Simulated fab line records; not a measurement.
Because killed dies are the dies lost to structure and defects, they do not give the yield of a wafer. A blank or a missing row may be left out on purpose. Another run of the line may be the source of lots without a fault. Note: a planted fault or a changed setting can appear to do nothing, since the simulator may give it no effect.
Which tool was responsible? | flow gf180mcu | 21 wafers from 7 lots sampled at 3 of the route's 602 steps

== WHAT EACH GAUGE READ, for each wafer ==
GF_V3_OVL_MEAS_15.
lot  | measured     | on         | V3_OVL (nm)
L226 | day 22 19:23 | overlay-01 | -5 -4 0
L229 | day 24 02:51 | overlay-01 | -1 -2 -7
L240 | day 27 17:08 | overlay-01 | 6 -4 8
L243 | day 28 08:38 | overlay-02 | -2 4 6
L245 | day 29 02:10 | overlay-02 | 7 8 9
L248 | day 29 19:22 | overlay-02 | 2 7 -1

== EACH LOT AND THE TOOL THAT RAN IT (in order: tool; ch and the chambers of the sampled wafers; start) ==
lot  | GF_STI_PEB_10                    | GF_M3_SPUTTER_03
L226 | litho track-02 ch 0, day 2 06:13 | pvd sputter-01, day 20 18:48
L229 | litho track-03 ch 0, day 3 00:52 | pvd sputter-01, day 22 03:46
L238 | litho track-01, day 4 19:23      | -
L240 | litho track-03 ch 0, day 5 08:14 | pvd sputter-01, day 25 21:20
L243 | litho track-01 ch 0, day 5 21:37 | pvd sputter-03, day 26 15:13
L245 | litho track-03 ch 0, day 6 08:37 | pvd sputter-01, day 27 09:52
L248 | litho track-02 ch 0, day 6 23:53 | pvd sputter-03, day 28 03:17
- GF_STI_PEB_10: peb time 90 s.
- GF_M3_SPUTTER_03: material Ti, target thk 10 nm, time 6.7 s.

== THE ANSWER, worked out from the rows above alone ==
Rule: the usual values come from the lots themselves. The widest of any qualifying gaps counts: lots, ordered by their means at a reading, are off when they make up no more than a third of the lots, leave a main group of 4 or more, and stand apart from it by 3 or more times the standard deviation of that group's means. If all means in a main group match to the digits the tables above print for the reading, that group is not used. Also off: a lot with no number at a reading for which 4 or more lots have one. Any other lot the step has rows for is counted as sound.
Across all readings shown, no lot is off: no conclusion can be drawn from this.

== WHAT THE SIMULATOR PUT IN ==
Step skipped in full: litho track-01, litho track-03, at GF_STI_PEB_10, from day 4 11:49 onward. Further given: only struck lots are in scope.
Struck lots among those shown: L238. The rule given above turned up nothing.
